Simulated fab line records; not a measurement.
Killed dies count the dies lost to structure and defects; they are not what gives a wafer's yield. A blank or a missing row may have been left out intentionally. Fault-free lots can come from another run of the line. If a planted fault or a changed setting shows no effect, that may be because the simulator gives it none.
A struck lot beside a sound one :: flow sky130 :: 22 steps out of a route of 708
Sound: the wafers L590.3, L590.5, L590.6. Wafers struck: L606.3, L606.4, L606.6. The cause comes at the end.
Per side, at each step with rows, come the tool, then ch with its chambers, and then its first start. Under that, the readings that differ: sound wafers :: struck wafers :: difference of the means :: sigmas: that difference in standard deviations of wafers without a fault.
alike: same words and numbers on both sides, and readings whose means sit less than 2 such deviations apart. not compared: any withheld reading, any reading some wafer has no value for, any bound like >300 that may hide the same value, and any number with overlapping values for which the record gives no deviation.
The two part at a step that has a row with sigmas, a row that says differs or no value, or rows on one side only. Numbers that don't overlap but have no deviation are shown without sigmas and don't part them. Lack of a reading on every wafer of one side parts them only where that side has two or more wafers.

first, 2 steps without rows for these wafers: SKY_METAL2_SPUTTER_00 (material Ti, target thk 15 nm, time 10 s); SKY_METAL2_SPUTTER_01 (material TiN, target thk 20 nm, time 16.7 s).
SKY_METAL2_SPUTTER_02: material AlCu, target thk 250 nm, time 13.3 s.
  sound: pvd sputter-02 at day 34 19:44; struck: pvd sputter-04 at day 39 15:13
  alike: throttle valve pct
SKY_METAL2_SPUTTER_03: material Ti, target thk 5 nm, time 3.3 s.
  sound: pvd sputter-02 at day 34 19:45; struck: pvd sputter-04 at day 39 15:14
  alike: throttle valve pct
SKY_METAL2_SPUTTER_04: material TiN, target thk 70 nm, time 58.3 s.
  sound: pvd sputter-02 at day 34 19:46; struck: pvd sputter-04 at day 39 15:16
  alike: throttle valve pct
SKY_METAL2_RS_MEAS_05: the measuring method here is four-point-probe.
  sound: film metro-03 at day 34 19:52; struck: film metro-02 at day 39 15:21
  alike: METAL2_ALCU_RS
SKY_METAL2_THK_MEAS_06: measures by xrf.
  sound: film metro-03 at day 34 19:58; struck: film metro-02 at day 39 15:27
  alike: METAL2_ALCU_THK
then, 5 steps without rows for these wafers: SKY_METAL2_DEHYDRATE_07 (time 60 s); SKY_METAL2_HMDS_08 (prime time 60 s); SKY_METAL2_COAT_09 (resist thk 60 nm); SKY_METAL2_COAT_10 (resist thk 450 nm); SKY_METAL2_SOFTBAKE_11 (time 90 s).
SKY_METAL2_EXPOSE_12: exposes mask MM2, target cd 140 nm.
  sound on krf scanner-01 ch 0, day 35 07:52; struck on krf scanner-01 ch 0, day 40 04:54
reading: exposure dose mJ cm2
sound: 28.09 28.07 28.09
struck: 25.97 25.94 25.94
difference: -2.13
sigmas: -56
  alike: mask, stage vel mm s
then, 2 steps without rows for these wafers: SKY_METAL2_PEB_13; SKY_METAL2_DEVELOP_14 (develop time 60 s).
SKY_METAL2_CD_MEAS_15 targets a cd of 140 nm.
  sound: cd sem-01 at day 35 21:53; struck: cd sem-02 at day 40 15:47
reading: cd nm (nm)
sound: 141.1 141.1 141.7
struck: 154.0 154.3 153.6
difference: +12.7
sigmas: +8
SKY_METAL2_OVL_MEAS_16:
  sound: overlay-01 at day 35 21:58; struck: overlay-02 at day 40 15:52
  alike: METAL2_OVL
SKY_METAL2_DESCUM_17: chemistry O2, time 8 s.
  sound on rie metal-03 ch 0,1, day 35 22:00; struck on rie metal-03 ch 0,1, day 40 15:54
reading: model.METAL2.cd nm (nm)
sound: 141.1 141.1 141.4
struck: 154.2 154.1 154
difference: +12.9
sigmas: 
  alike: chamber pressure mTorr, drypump motor current A, he backside leak sccm, oes product au, temp c
  not compared: rf hours counter h
SKY_METAL2_ETCH_18: etches BARC in N2/H2, stops on SiO2, time 45.9 s, target depth 60 nm.
  sound on rie metal-03 ch 0,1, day 35 22:02; struck on rie metal-03 ch 0,1, day 40 15:56
  alike: chamber pressure mTorr, drypump motor current A, he backside leak sccm, oes product au, throttle valve pct
  not compared: rf hours counter h
SKY_METAL2_METAL_ETCH_19: etches the open film in Cl2/BCl3, stops on SiO2, target depth 360 nm, time 78 s.
  sound on rie metal-03 ch 0,1, day 35 22:07; struck on rie metal-03 ch 0,1, day 40 16:01
reading: model.METAL2.cd nm (nm)
sound: 140.9 141.7 143.2
struck: 153.8 154.9 154.7
difference: +12.5
sigmas: 
  alike: chamber pressure mTorr, drypump motor current A, he backside leak sccm, oes product au, throttle valve pct
  not compared: rf hours counter h
SKY_METAL2_STRIP_20: strips in O2/N2.
  sound on plasma asher-01 ch 0,1, day 35 22:13; struck on plasma asher-04 ch 0,1, day 40 16:07
  alike: chamber pressure mTorr, drypump motor current A, oes product au, strip time to endpoint s
  not compared: rf hours counter h
-- the record jumps here: 9 days lie between the struck wafers' starts before and after (it left off in module METAL2 and takes up again in module PAD_OPEN, whose first step shown is number 708 of the route) --
SKY_PAD_OPEN_PROBE_99:
  sound: prober-01 at day 46 07:58; struck: prober-01 at day 50 00:07
reading: model.etest.met2.width nm (nm)
sound: 142.8 141.7 146.8
struck: 151.8 152.1 151.8
difference: +8.1
sigmas: 

reading: model.etest.met2.line ohm um
sound: 0.8987 0.9009 0.8722
struck: 0.854 0.8365 0.8406
difference: -0.047
sigmas: 

== WHERE THEY PART ==
At SKY_METAL2_EXPOSE_12 first; at SKY_METAL2_CD_MEAS_15 last (within this record only). Later steps at which nothing parts them and some readings are alike: SKY_METAL2_OVL_MEAS_16, SKY_METAL2_DESCUM_17, SKY_METAL2_ETCH_18, SKY_METAL2_METAL_ETCH_19, SKY_METAL2_STRIP_20.

WHY: the cause the simulator had injected
Drift in process parameters on krf scanner-01 at SKY_METAL2_EXPOSE_12, starting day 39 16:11. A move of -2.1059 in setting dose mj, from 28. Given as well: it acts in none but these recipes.
